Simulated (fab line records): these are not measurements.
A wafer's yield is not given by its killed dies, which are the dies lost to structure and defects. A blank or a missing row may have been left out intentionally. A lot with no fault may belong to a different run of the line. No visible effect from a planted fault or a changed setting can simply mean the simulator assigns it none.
fab line records	flow sky130
[record] lots = 24	wafers = 72	last_day = 50
route steps=708 shown VIA3@596 CAP2M@616 METAL4@634 VIA4@640 METAL5@677
lots untouched by any fault: they come from a run of this same line in which no faults occurred
start_h: start of the lot's first displayed wafer, in hours after the record's first day	wait_h: time in hours since the lot's previous step	" as in the row above	L1.1+2: several wafers, shown together as one row	- no value present, or no start provided	* or withheld: withheld	< > ~ a bound
route shown NAME@n: a module of which the file shows steps, and the number in the route of the first	usual: mean and standard deviation over wafers with no fault	same: alike in all rows	chamber/n: place in a boat	sites: readings site by site	_std_site: the values' standard deviation	_edge_site: the outer-site mean with the inner-site mean subtracted	radius_mm: for every site, how far away it sits from the centre of the wafer	mask NAME#n: copy n	behind: the last tool/chamber to shape the wafer	hold: reason for holding the lot/hours on hold/outcome of the hold	device: whichever transistor did not switch (one of n, p or np)	end of line: the route-end tests of the same wafers	a step without rows: its recipe alone	killed: at the first sort, the dies lost to defects and structure; wafer yield is something else	map: per-die view of a wafer (x killed, . not killed, _ where there is no die)
set.NAME: setting as actually run; set.NAME@STEP: the setting as run at that earlier step	model.NAME: the simulator's own value behind a step, which no gauge read
the route's steps for a sample of lots (tables are steps, rows are wafers)
services: a tool's chamber out of use, with start hour (start_h, from the record's first day; less than 0 if before it), hours out, and reason
[[steps]]
[step SKY_VIA3_THK_MEAS_23]
[recipe] thk_meas_gauge = xrf	reads = W_of_VIA3_CVD_21
[usual] VIA3_W_THK = 403/10
lot.wafer	tool	chamber	start_h	wait_h	VIA3_W_THK[nm]
L074.2	film_metro-01	-	930.05	0.1	415
L074.5	"	-	"	"	392
L074.6	"	-	"	"	409
L075.3	film_metro-04	-	944.77	0.1	422
L075.5	"	-	"	"	399
L075.6	"	-	"	"	419
L076.2	film_metro-02	-	948.47	0.1	389
L076.3	"	-	"	"	404
L076.5	"	-	"	"	404
L077.2	film_metro-02	-	954.93	0.1	399
L077.3	"	-	"	"	399
L077.4	"	-	"	"	381
L078.2	film_metro-02	-	957.21	0.1	389
L078.4	"	-	"	"	379
L078.6	"	-	"	"	403
L079.1	film_metro-01	-	968.48	0.1	416
L079.3	"	-	"	"	413
L079.6	"	-	"	"	395
L080.1	film_metro-04	-	976.10	0.1	395
L080.2	"	-	"	"	415
L080.4	"	-	"	"	390
L081.1	film_metro-04	-	981.56	0.1	389
L081.2	"	-	"	"	405
L081.5	"	-	"	"	392
L082.1	film_metro-04	-	984.25	0.1	400
L082.5	"	-	"	"	415
L082.6	"	-	"	"	395
L083.1	film_metro-02	-	994.86	0.1	388
L083.3	"	-	"	"	389
L083.6	"	-	"	"	410
L084.4	film_metro-02	-	1001.38	0.1	409
L084.5	"	-	"	"	406
L084.6	"	-	"	"	386
L085.1	film_metro-04	-	1008.69	0.1	392
L085.3	"	-	"	"	397
L085.4	"	-	"	"	410
L086.3	film_metro-04	-	1021.92	0.1	418
L086.5	"	-	"	"	421
L086.6	"	-	"	"	394
L087.1	film_metro-01	-	1030.10	0.1	395
L087.5	"	-	"	"	407
L087.6	"	-	"	"	400
L088.1	film_metro-01	-	1035.59	0.1	412
L088.3	"	-	"	"	405
L088.4	"	-	"	"	402
L089.2	film_metro-04	-	1041.90	0.1	410
L089.3	"	-	"	"	415
L089.4	"	-	"	"	400
L090.1	film_metro-01	-	1046.86	0.1	412
L090.4	"	-	"	"	392
L090.6	"	-	"	"	397
L091.2	film_metro-02	-	1050.95	0.1	387
L091.3	"	-	"	"	410
L091.5	"	-	"	"	411
L092.1	film_metro-01	-	1054.55	0.1	422
L092.3	"	-	"	"	397
L092.5	"	-	"	"	418
L093.3	film_metro-04	-	1064.58	0.1	420
L093.4	"	-	"	"	398
L093.6	"	-	"	"	401
L094.1	film_metro-02	-	1069.46	0.1	415
L094.5	"	-	"	"	395
L094.6	"	-	"	"	416
L095.1	film_metro-01	-	1072.51	0.1	408
L095.4	"	-	"	"	407
L095.5	"	-	"	"	391
L096.1	film_metro-01	-	1078.10	0.1	416
L096.2	"	-	"	"	394
L096.5	"	-	"	"	411
L097.3	film_metro-04	-	1081.88	0.1	416
L097.5	"	-	"	"	417
L097.6	"	-	"	"	400
[step SKY_CAP2M_METAL_ETCH_13]
[recipe] target_depth_nm = 220	stop_on = SiO2	chemistry = Cl2/BCl3	target = TiN	pressure_mtorr = 10	icp_w = 900	bias_w = 48.5	Cl2_flow_sccm = 60	bcl3_flow_sccm = 30	time_s = 62.9
[usual] drypump_motor_current_A = 5.63/0.17	he_backside_leak_sccm = 3.40/0.16	oes_product_au = 0.942/0.0074	throttle_valve_pct = 21.901/0.0093
lot.wafer	tool	chamber	start_h	wait_h	drypump_motor_current_A	he_backside_leak_sccm	oes_product_au	rf_hours_counter_h	throttle_valve_pct
L074.2	rie_metal-02	0	954.56	0.0	5.75	3.48	0.946	18	21.915
L074.5	"	1	"	"	5.69	3.51	0.953	-	21.901
L074.6	"	0	"	"	5.81	3.28	0.940	-	21.908
L075.3	rie_metal-01	1	970.12	0.0	5.54	3.16	0.947	-	21.902
L075.5	"	0	"	"	5.81	3.65	0.939	-	21.904
L075.6	"	1	"	"	5.52	3.29	0.942	-	21.905
L076.2	rie_metal-02	0	973.89	0.0	5.77	3.44	0.930	19	21.911
L076.3	"	1	"	"	5.70	3.45	0.943	-	21.903
L076.5	"	1	"	"	5.69	3.30	0.937	-	21.892
L077.2	rie_metal-01	1	979.66	0.0	5.54	3.33	0.931	16	21.898
L077.3	"	1	"	"	5.53	3.48	0.923	-	21.916
L077.4	"	0	"	"	5.80	3.57	0.931	-	21.907
L078.2	rie_metal-02	0	982.71	0.0	5.78	3.35	0.941	20	21.890
L078.4	"	0	"	"	5.77	3.37	0.938	-	21.910
L078.6	"	0	"	"	5.78	3.33	0.940	-	21.884
L079.1	rie_metal-01	1	992.91	0.0	5.53	3.24	0.951	17	21.904
L079.3	"	1	"	"	5.54	3.34	0.943	-	21.897
L079.6	"	1	"	"	5.51	3.22	0.943	-	21.892
L080.1	rie_metal-03	1	1000.63	0.0	5.31	3.38	0.951	18	21.896
L080.2	"	0	"	"	5.50	3.43	0.943	7	21.906
L080.4	"	1	"	"	5.31	3.50	0.933	-	21.904
L081.1	rie_metal-01	1	1005.78	0.0	5.52	3.31	0.937	18	21.897
L081.2	"	0	"	"	5.82	3.95	0.940	20	21.917
L081.5	"	0	"	"	5.84	3.78	0.938	-	21.910
L082.1	rie_metal-03	1	1008.28	0.0	5.30	3.36	0.934	19	21.903
L082.5	"	1	"	"	5.31	3.60	0.941	-	21.883
L082.6	"	1	"	"	5.29	3.55	0.942	-	21.902
L083.1	rie_metal-03	1	1018.01	0.0	5.29	3.33	0.932	19	21.894
L083.3	"	1	"	"	5.31	3.51	0.934	-	21.901
L083.6	"	1	"	"	5.28	3.28	0.940	-	21.904
L084.4	rie_metal-02	1	1025.32	0.1	5.71	3.55	0.942	-	21.902
L084.5	"	1	"	"	5.74	3.47	0.934	-	21.906
L084.6	"	1	"	"	5.71	3.46	0.952	-	21.897
L085.1	rie_metal-02	0	1032.23	0.0	5.77	3.21	0.934	0	21.899
L085.3	"	1	"	"	5.72	3.52	0.934	-	21.909
L085.4	"	0	"	"	5.75	3.21	0.946	-	21.895
L086.3	rie_metal-01	1	1044.74	0.0	5.55	3.12	0.928	-	21.901
L086.5	"	1	"	"	5.53	3.40	0.940	-	21.888
L086.6	"	0	"	"	5.80	3.74	0.939	-	21.906
L087.1	rie_metal-01	0	1052.44	0.0	5.82	3.63	0.944	1	21.890
L087.5	"	1	"	"	5.55	3.23	0.946	-	21.917
L087.6	"	0	"	"	5.82	3.69	0.951	-	21.885
L088.1	rie_metal-01	0	1058.34	0.0	5.86	3.47	0.951	2	21.896
L088.3	"	1	"	"	5.55	3.37	0.950	-	21.890
L088.4	"	0	"	"	5.83	3.41	0.936	-	21.893
L089.2	rie_metal-03	0	1064.69	0.0	5.50	3.08	0.942	11	21.911
L089.3	"	1	"	"	5.29	3.51	0.940	-	21.919
L089.4	"	0	"	"	5.50	3.07	0.950	-	21.891
L090.1	rie_metal-01	0	1069.41	0.0	5.85	3.32	0.942	2	21.905
L090.4	"	1	"	"	5.55	3.29	0.933	-	21.889
L090.6	"	1	"	"	5.50	3.33	0.959	-	21.903
L091.2	rie_metal-01	0	1072.93	0.0	5.82	3.68	0.948	3	21.896
L091.3	"	0	"	"	5.83	3.58	0.945	-	21.901
L091.5	"	1	"	"	5.56	3.27	0.952	-	21.896
L092.1	rie_metal-02	1	1076.63	0.0	5.72	3.42	0.946	23	21.893
L092.3	"	0	"	"	5.74	3.41	0.941	-	21.890
L092.5	"	0	"	"	5.76	3.41	0.941	-	21.896
L093.3	rie_metal-02	1	1085.93	0.1	5.70	3.25	0.936	-	21.896
L093.4	"	1	"	"	5.71	3.28	0.963	-	21.899
L093.6	"	1	"	"	5.71	3.19	0.940	-	21.924
L094.1	rie_metal-01	1	1091.01	0.0	5.53	3.24	0.948	25	21.895
L094.5	"	0	"	"	5.81	3.33	0.953	-	21.892
L094.6	"	1	"	"	5.54	3.28	0.939	-	21.878
L095.1	rie_metal-02	1	1093.99	0.0	5.73	3.36	0.956	24	21.902
L095.4	"	0	"	"	5.76	3.36	0.934	-	21.891
L095.5	"	0	"	"	5.77	3.20	0.944	-	21.886
L096.1	rie_metal-03	0	1099.19	0.0	5.49	3.33	0.949	14	21.897
L096.2	"	0	"	"	5.51	3.42	0.929	-	21.901
L096.5	"	0	"	"	5.50	3.45	0.936	-	21.907
L097.3	rie_metal-01	1	1103.26	0.0	5.53	3.39	0.949	-	21.896
L097.5	"	1	"	"	5.51	3.33	0.945	-	21.900
L097.6	"	0	"	"	5.85	3.34	0.945	-	21.909
[step SKY_METAL4_METAL_ETCH_18]
[recipe] target_depth_a = 8450	stop_on = SiO2	over_etch_frac = 0.3	time_s = 183.1	chemistry = Cl2/BCl3	resist_sidewall_deg = 88	pressure_mtorr = 10	icp_w = 900	bias_w = 48.5	Cl2_flow_sccm = 60	bcl3_flow_sccm = 30
[usual] drypump_motor_current_A = 5.69/0.28	he_backside_leak_sccm = 3.39/0.21	oes_product_au = 0.865/0.0063	throttle_valve_pct = 22.265/0.0093
lot.wafer	tool	chamber	start_h	wait_h	drypump_motor_current_A	he_backside_leak_sccm	oes_product_au	rf_hours_counter_h	throttle_valve_pct
L074.2	rie_metal-02	1	979.26	0.0	5.69	3.21	0.868	16	22.251
L074.5	"	1	"	"	5.69	3.22	0.858	-	22.253
L074.6	"	0	"	"	5.78	3.33	0.866	-	22.262
L075.3	rie_metal-01	1	994.67	0.1	5.53	3.17	0.875	-	22.267
L075.5	"	0	"	"	5.80	3.86	0.875	-	22.258
L075.6	"	1	"	"	5.52	3.34	0.867	-	22.279
L076.2	rie_metal-01	0	998.66	0.0	5.83	3.80	0.864	20	22.258
L076.3	"	1	"	"	5.56	3.27	0.879	-	22.250
L076.5	"	0	"	"	5.83	3.59	0.847	-	22.268
L077.2	rie_metal-04	1	1004.21	0.0	5.29	3.32	0.867	18	22.266
L077.3	"	1	"	"	5.28	3.50	0.860	-	22.274
L077.4	"	0	"	"	6.46	3.16	0.869	-	22.277
L078.2	rie_metal-01	1	1007.41	0.0	5.53	3.26	0.882	18	22.268
L078.4	"	1	"	"	5.53	3.19	0.875	-	22.266
L078.6	"	0	"	"	5.82	3.52	0.864	-	22.247
L079.1	rie_metal-01	1	1017.39	0.0	5.54	3.13	0.863	19	22.273
L079.3	"	1	"	"	5.55	3.37	0.860	-	22.271
L079.6	"	1	"	"	5.53	3.35	0.855	-	22.255
L080.1	rie_metal-01	1	1023.74	0.0	5.53	3.51	0.861	20	22.265
L080.2	"	1	"	"	5.51	3.43	0.864	-	22.282
L080.4	"	1	"	"	5.49	3.48	0.863	-	22.264
L081.1	rie_metal-01	1	1029.73	0.0	5.55	3.42	0.862	21	22.272
L081.2	"	1	"	"	5.57	3.24	0.870	-	22.265
L081.5	"	1	"	"	5.55	3.23	0.854	-	22.262
L082.1	rie_metal-01	1	1032.06	0.0	5.51	3.21	0.864	21	22.260
L082.5	"	1	"	"	5.52	3.40	0.874	-	22.255
L082.6	"	1	"	"	5.53	3.31	0.865	-	22.265
L083.1	rie_metal-01	1	1041.46	0.0	5.54	3.14	0.861	22	22.275
L083.3	"	1	"	"	5.53	3.07	0.862	-	22.270
L083.6	"	1	"	"	5.56	3.20	0.854	-	22.248
L084.4	rie_metal-04	1	1048.19	0.2	5.29	3.50	0.869	-	22.274
L084.5	"	1	"	"	5.29	3.56	0.864	-	22.273
L084.6	"	1	"	"	5.28	3.44	0.873	-	22.266
L085.1	rie_metal-01	1	1055.38	0.0	5.50	3.31	0.865	23	22.250
L085.3	"	0	"	"	5.83	3.82	0.873	-	22.277
L085.4	"	1	"	"	5.51	3.29	0.868	-	22.276
L086.3	rie_metal-01	1	1067.42	0.1	5.55	3.23	0.863	-	22.265
L086.5	"	0	"	"	5.84	3.57	0.855	-	22.273
L086.6	"	1	"	"	5.52	3.30	0.856	-	22.256
L087.1	rie_metal-02	0	1074.86	0.0	5.74	3.46	0.868	3	22.266
L087.5	"	1	"	"	5.67	3.47	0.862	-	22.268
L087.6	"	0	"	"	5.76	3.18	0.863	-	22.252
L088.1	rie_metal-02	0	1080.66	0.0	5.75	3.21	0.875	4	22.264
L088.3	"	0	"	"	5.76	3.14	0.867	-	22.259
L088.4	"	1	"	"	5.70	3.40	0.868	-	22.263
L089.2	rie_metal-04	0	1086.56	0.0	6.43	3.04	0.872	7	22.255
L089.3	"	1	"	"	5.27	3.69	0.873	-	22.267
L089.4	"	0	"	"	6.45	3.08	0.863	-	22.263
L090.1	rie_metal-04	1	1091.16	0.0	5.28	3.56	0.865	26	22.265
L090.4	"	1	"	"	5.27	3.40	0.854	-	22.258
L090.6	"	0	"	"	6.45	3.09	0.857	-	22.262
L091.2	rie_metal-04	1	1094.73	0.0	5.29	3.65	0.869	26	22.255
L091.3	"	0	"	"	6.48	3.25	0.875	-	22.269
L091.5	"	1	"	"	5.30	3.42	0.865	-	22.247
L092.1	rie_metal-02	0	1099.26	0.0	5.77	3.51	0.860	4	22.279
L092.3	"	1	"	"	5.68	3.53	0.862	-	22.257
L092.5	"	1	"	"	5.68	3.62	0.860	-	22.252
L093.3	rie_metal-02	1	1106.87	0.1	5.75	3.48	0.853	-	22.269
L093.4	"	0	"	"	5.82	3.22	0.858	-	22.253
L093.6	"	0	"	"	5.80	3.03	0.860	-	22.260
L094.1	rie_metal-02	1	1112.11	0.0	5.70	3.44	0.867	25	22.270
L094.5	"	1	"	"	5.73	3.36	0.868	-	22.255
L094.6	"	0	"	"	5.77	3.44	0.867	-	22.259
L095.1	rie_metal-02	1	1115.26	0.0	5.72	3.37	0.861	26	22.268
L095.4	"	1	"	"	5.73	3.26	0.865	-	22.257
L095.5	"	0	"	"	5.76	3.16	0.860	-	22.270
L096.1	rie_metal-02	1	1119.83	0.0	5.69	3.48	0.854	26	22.270
L096.2	"	0	"	"	5.78	3.27	0.869	6	22.256
L096.5	"	0	"	"	5.79	3.39	0.863	-	22.270
L097.3	rie_metal-02	0	1123.98	0.1	5.77	3.21	0.863	-	22.270
L097.5	"	0	"	"	5.78	3.34	0.864	-	22.287
L097.6	"	0	"	"	5.77	3.27	0.866	-	22.275
[step SKY_VIA4_THK_MEAS_01]
[recipe] reads = SiO2_of_VIA4_HDPCVD_00
[usual] VIA4_HDPCVD_THK = 1755/16
lot.wafer	tool	chamber	start_h	wait_h	VIA4_HDPCVD_THK[nm]
L074.2	film_metro-04	-	980.26	0.1	1724
L074.5	"	-	"	"	1753
L074.6	"	-	"	"	1730
L075.3	film_metro-03	-	995.58	0.1	1780
L075.5	"	-	"	"	1735
L075.6	"	-	"	"	1783
L076.2	film_metro-03	-	999.63	0.1	1728
L076.3	"	-	"	"	1754
L076.5	"	-	"	"	1769
L077.2	film_metro-04	-	1005.19	0.1	1762
L077.3	"	-	"	"	1765
L077.4	"	-	"	"	1743
L078.2	film_metro-03	-	1008.41	0.1	1753
L078.4	"	-	"	"	1756
L078.6	"	-	"	"	1737
L079.1	film_metro-04	-	1018.55	0.1	1752
L079.3	"	-	"	"	1756
L079.6	"	-	"	"	1754
L080.1	film_metro-03	-	1024.88	0.1	1752
L080.2	"	-	"	"	1739
L080.4	"	-	"	"	1741
L081.1	film_metro-04	-	1030.86	0.1	1765
L081.2	"	-	"	"	1764
L081.5	"	-	"	"	1755
L082.1	film_metro-04	-	1033.19	0.1	1773
L082.5	"	-	"	"	1744
L082.6	"	-	"	"	1760
L083.1	film_metro-04	-	1042.44	0.1	1774
L083.3	"	-	"	"	1751
L083.6	"	-	"	"	1761
L084.4	film_metro-03	-	1049.60	0.0	1782
L084.5	"	-	"	"	1761
L084.6	"	-	"	"	1766
L085.1	film_metro-03	-	1056.39	0.1	1746
L085.3	"	-	"	"	1749
L085.4	"	-	"	"	1729
L086.3	film_metro-03	-	1068.35	0.1	1775
L086.5	"	-	"	"	1778
L086.6	"	-	"	"	1784
L087.1	film_metro-03	-	1075.81	0.1	1738
L087.5	"	-	"	"	1751
L087.6	"	-	"	"	1725
L088.1	film_metro-03	-	1081.95	0.1	1715
L088.3	"	-	"	"	1727
L088.4	"	-	"	"	1732
L089.2	film_metro-01	-	1087.56	0.1	1752
L089.3	"	-	"	"	1738
L089.4	"	-	"	"	1735
L090.1	film_metro-03	-	1092.12	0.1	1725
L090.4	"	-	"	"	1755
L090.6	"	-	"	"	1735
L091.2	film_metro-04	-	1095.73	0.1	1765
L091.3	"	-	"	"	1761
L091.5	"	-	"	"	1764
L092.1	film_metro-03	-	1100.22	0.1	1759
L092.3	"	-	"	"	1727
L092.5	"	-	"	"	1745
L093.3	film_metro-01	-	1108.22	0.1	1784
L093.4	"	-	"	"	1776
L093.6	"	-	"	"	1771
L094.1	film_metro-04	-	1113.40	0.1	1759
L094.5	"	-	"	"	1764
L094.6	"	-	"	"	1728
L095.1	film_metro-04	-	1116.21	0.1	1775
L095.4	"	-	"	"	1763
L095.5	"	-	"	"	1784
L096.1	film_metro-03	-	1120.90	0.1	1744
L096.2	"	-	"	"	1764
L096.5	"	-	"	"	1749
L097.3	film_metro-04	-	1125.01	0.1	1752
L097.5	"	-	"	"	1775
L097.6	"	-	"	"	1761
[step SKY_VIA4_CMP_02]
[recipe] material = SiO2	down_force_psi = 4	platen_rpm = 60	pad_velocity_m_s = 0.94248
[usual] motor_current_A = 12.9/1.3	platen_rpm = 60.00/0.04
lot.wafer	tool	chamber	start_h	wait_h	motor_current_A	platen_rpm
L074.2	cmp-02	3	980.41	0.1	14.9	59.92
L074.5	"	1	"	"	13.6	59.96
L074.6	"	2	"	"	13.7	60.02
L075.3	cmp-02	0	995.62	0.0	14.2	60.00
L075.6	"	0	"	"	14.3	60.01
L075.5	"	1	"	"	13.6	60.01
L076.2	cmp-01	0	999.73	0.1	12.3	60.07
L076.3	"	1	"	"	12.6	60.01
L076.5	"	3	"	"	10.9	60.02
L077.3	cmp-02	2	1005.29	0.1	14.0	60.02
L077.2	"	3	"	"	14.2	60.01
L077.4	"	0	"	"	13.8	59.98
L078.4	cmp-02	1	1008.51	0.1	14.3	60.07
L078.2	"	2	"	"	13.8	59.97
L078.6	"	1	"	"	14.0	59.95
L079.3	cmp-01	3	1018.66	0.1	11.4	60.05
L079.1	"	0	"	"	12.7	59.98
L079.6	"	2	"	"	14.8	59.96
L080.1	cmp-01	2	1024.94	0.1	14.4	60.01
L080.4	"	0	"	"	12.6	59.91
L080.2	"	1	"	"	12.2	60.03
L081.1	cmp-01	0	1030.92	0.1	12.3	59.96
L081.2	"	2	"	"	14.4	60.00
L081.5	"	0	"	"	11.9	60.02
L082.1	cmp-01	3	1033.40	0.2	11.4	60.11
L082.6	"	0	"	"	12.8	59.95
L082.5	"	1	"	"	11.8	60.02
L083.1	cmp-01	0	1042.55	0.1	11.8	59.97
L083.3	"	1	"	"	12.0	59.98
L083.6	"	0	"	"	12.6	60.03
L084.4	cmp-01	2	1049.78	0.2	14.6	59.97
L084.5	"	1	"	"	13.0	60.01
L084.6	"	2	"	"	13.7	59.98
L085.3	cmp-01	3	1056.72	0.3	11.3	59.94
L085.1	"	0	"	"	12.4	59.97
L085.4	"	1	"	"	12.5	60.03
L086.3	cmp-01	1	1068.63	0.3	11.7	60.00
L086.6	"	1	"	"	12.5	60.00
L086.5	"	2	"	"	13.7	59.99
L087.1	cmp-01	2	1075.97	0.1	13.4	60.03
L087.6	"	0	"	"	12.5	60.02
L087.5	"	1	"	"	11.8	60.04
L088.4	cmp-02	1	1082.19	0.2	13.7	59.99
L088.1	"	2	"	"	14.7	59.96
L088.3	"	3	"	"	14.9	59.98
L089.3	cmp-01	2	1087.61	0.0	14.6	59.99
L089.2	"	0	"	"	11.9	60.03
L089.4	"	1	"	"	12.3	59.94
L090.1	cmp-01	0	1092.23	0.1	12.1	60.05
L090.4	"	1	"	"	12.3	60.09
L090.6	"	3	"	"	11.3	59.91
L091.2	cmp-01	3	1095.78	0.0	11.3	60.01
L091.3	"	1	"	"	12.2	59.96
L091.5	"	3	"	"	11.5	59.94
L092.1	cmp-02	3	1100.28	0.1	14.6	59.94
L092.3	"	0	"	"	14.3	60.01
L092.5	"	3	"	"	14.5	60.01
L093.4	cmp-02	1	1108.26	0.0	14.2	60.00
L093.3	"	0	"	"	15.1	60.00
L093.6	"	1	"	"	13.3	60.04
L094.1	cmp-01	0	1113.56	0.1	12.7	59.93
L094.5	"	2	"	"	14.6	60.01
L094.6	"	3	"	"	12.3	59.99
L095.4	cmp-01	2	1116.32	0.1	15.3	59.97
L095.1	"	3	"	"	11.5	60.03
L095.5	"	1	"	"	12.5	60.01
L096.2	cmp-01	0	1121.01	0.1	12.7	59.99
L096.1	"	2	"	"	13.7	59.99
L096.5	"	3	"	"	11.0	60.03
L097.3	cmp-01	1	1125.20	0.2	12.0	59.99
L097.5	"	2	"	"	14.2	60.01
L097.6	"	3	"	"	11.0	59.92
[step SKY_METAL5_STRIP_16]
[recipe] chemistry = O2/N2	power_w = 1400	pressure_mtorr = 1500	platen_temp_c = withheld	o2_flow_sccm = 3000	n2_flow_sccm = 300	overash_fraction = 0.5
[usual] drypump_motor_current_A = 6.0/0.62	n2_flow_sccm = 299.9/0.91	oes_product_au = 0.710/0.0052	strip_time_to_endpoint_s = 13.07/0.19
lot.wafer	tool	chamber	start_h	wait_h	drypump_motor_current_A	n2_flow_sccm	oes_product_au	rf_hours_counter_h	strip_time_to_endpoint_s
L074.2	plasma_asher-03	1	1029.13	0.3	6.3	300.2	0.718	122	12.86
L074.5	"	0	"	"	6.0	299.4	0.710	-	12.81
L074.6	"	1	"	"	6.3	297.5	0.714	-	12.88
L075.3	plasma_asher-03	1	1044.03	0.3	6.3	299.7	0.717	-	13.28
L075.5	"	0	"	"	6.1	300.9	0.712	-	13.37
L075.6	"	1	"	"	6.3	297.8	0.712	-	13.31
L076.2	plasma_asher-03	0	1045.73	0.2	6.0	300.5	0.717	124	13.21
L076.3	"	1	"	"	6.3	299.4	0.708	-	13.27
L076.5	"	1	"	"	6.3	299.9	0.707	-	13.18
L077.2	plasma_asher-04	0	1052.38	0.2	6.4	300.4	0.711	59	12.76
L077.3	"	0	"	"	6.4	300.0	0.707	-	13.10
L077.4	"	1	"	"	6.4	299.1	0.704	-	12.82
L078.2	plasma_asher-02	1	1055.01	0.2	4.8	302.1	0.703	92	13.29
L078.4	"	1	"	"	4.9	301.1	0.706	-	13.11
L078.6	"	0	"	"	6.6	300.5	0.708	-	13.31
L079.1	plasma_asher-03	0	1064.98	0.2	6.1	298.6	0.708	0	13.30
L079.3	"	1	"	"	6.3	299.6	0.712	-	13.06
L079.6	"	0	"	"	6.0	298.4	0.714	-	13.20
L080.1	plasma_asher-03	0	1070.83	0.2	6.1	299.5	0.714	1	13.06
L080.2	"	1	"	"	6.3	301.1	0.703	1	12.78
L080.4	"	1	"	"	6.3	299.4	0.702	-	13.01
L081.1	plasma_asher-02	0	1076.33	0.2	6.5	298.8	0.712	94	13.26
L081.2	"	1	"	"	4.9	300.8	0.713	94	12.99
L081.5	"	1	"	"	4.9	301.6	0.710	-	13.34
L082.1	plasma_asher-02	1	1078.88	0.2	4.9	299.5	0.709	94	13.05
L082.5	"	1	"	"	4.9	300.6	0.706	-	13.24
L082.6	"	0	"	"	6.6	300.4	0.709	-	13.16
L083.1	plasma_asher-04	1	1087.01	0.2	6.4	298.4	0.707	63	12.86
L083.3	"	0	"	"	6.5	300.0	0.710	-	13.16
L083.6	"	0	"	"	6.4	300.4	0.718	-	12.77
L084.4	plasma_asher-02	1	1094.23	0.2	4.9	299.3	0.714	-	13.28
L084.5	"	0	"	"	6.5	300.7	0.717	-	13.26
L084.6	"	1	"	"	4.9	299.1	0.717	-	13.27
L085.1	plasma_asher-03	1	1101.03	0.2	6.3	299.4	0.712	4	12.80
L085.3	"	1	"	"	6.3	300.1	0.716	-	12.90
L085.4	"	0	"	"	6.1	300.3	0.700	-	13.05
L086.3	plasma_asher-04	1	1110.96	0.1	6.5	300.3	0.706	-	12.85
L086.5	"	1	"	"	6.5	302.0	0.710	-	13.24
L086.6	"	0	"	"	6.4	300.6	0.711	-	12.93
L087.1	plasma_asher-02	0	1118.68	0.2	6.5	298.7	0.701	98	13.12
L087.5	"	0	"	"	6.5	299.1	0.708	-	13.25
L087.6	"	1	"	"	4.9	298.7	0.701	-	13.14
L088.1	plasma_asher-04	1	1124.13	0.2	6.4	299.4	0.714	66	12.86
L088.3	"	0	"	"	6.4	299.1	0.714	-	13.17
L088.4	"	1	"	"	6.4	298.0	0.714	-	12.81
L089.2	plasma_asher-02	1	1130.08	0.2	4.9	300.6	0.713	99	12.94
L089.3	"	1	"	"	4.9	299.1	0.704	-	13.25
L089.4	"	0	"	"	6.6	299.2	0.706	-	13.02
L090.1	plasma_asher-02	1	1133.20	0.4	4.8	301.1	0.712	99	13.18
L090.4	"	0	"	"	6.5	299.5	0.700	-	13.15
L090.6	"	1	"	"	4.9	300.3	0.699	-	13.16
L091.2	plasma_asher-03	1	1137.23	0.3	6.3	299.6	0.717	7	13.22
L091.3	"	1	"	"	6.3	300.2	0.704	-	13.14
L091.5	"	1	"	"	6.3	299.5	0.706	-	13.08
L092.1	plasma_asher-02	1	1140.43	0.2	4.9	299.8	0.709	100	13.28
L092.3	"	1	"	"	4.8	299.5	0.718	-	13.32
L092.5	"	0	"	"	6.5	299.6	0.710	-	13.27
L093.3	plasma_asher-03	0	1148.76	0.1	6.1	299.3	0.718	-	13.26
L093.4	"	1	"	"	6.3	300.9	0.700	-	12.77
L093.6	"	0	"	"	6.1	300.2	0.710	-	12.82
L094.1	plasma_asher-03	0	1152.98	0.2	6.1	299.6	0.704	9	12.96
L094.5	"	0	"	"	6.1	298.7	0.710	-	12.95
L094.6	"	1	"	"	6.3	298.9	0.706	-	12.74
L095.1	plasma_asher-03	1	1155.68	0.4	6.3	300.7	0.712	9	12.78
L095.4	"	1	"	"	6.3	298.9	0.713	-	12.92
L095.5	"	0	"	"	6.1	300.2	0.713	-	12.82
L096.1	plasma_asher-02	1	1160.15	0.4	4.9	301.7	0.719	102	12.91
L096.2	"	0	"	"	6.6	299.8	0.703	102	12.97
L096.5	"	1	"	"	4.9	299.8	0.713	-	12.92
L097.3	plasma_asher-02	1	1163.41	0.1	4.9	301.3	0.711	-	12.92
L097.5	"	1	"	"	4.9	299.7	0.715	-	12.94
L097.6	"	0	"	"	6.6	299.5	0.719	-	13.28
[[services]]
tool	chamber	start_h	hours	kind
plasma_asher-03	-	931.66	2.8	pm
rie_metal-02	-	935.83	11.6	repair
rie_metal-01	1	950.22	1.2	repair
plasma_asher-02	-	954.79	4.0	pm
rie_metal-02	-	958.62	2.8	pm
plasma_asher-02	-	977.84	8.9	repair
cmp-02	-	990.09	4.0	pm
rie_metal-03	0	1005.55	13.9	repair
cmp-02	-	1005.60	0.6	repair
rie_metal-03	-	1010.30	1.4	pm
cmp-02	-	1016.92	0.8	repair
rie_metal-04	0	1027.82	21.8	repair
cmp-02	-	1047.45	14.5	pm
plasma_asher-03	-	1055.25	9.0	pm
cmp-02	-	1067.82	2.6	repair
cmp-02	-	1069.71	0.6	repair
cmp-02	-	1075.86	2.3	repair
cmp-02	-	1078.41	1.6	repair
rie_metal-02	0	1082.62	3.8	repair
cmp-02	-	1084.13	4.0	pm
rie_metal-03	1	1090.33	21.4	repair
rie_metal-03	0	1099.41	4.6	repair
rie_metal-02	0	1139.08	36.9	repair
rie_metal-02	-	1146.90	4.3	pm
[[key]]
fault none
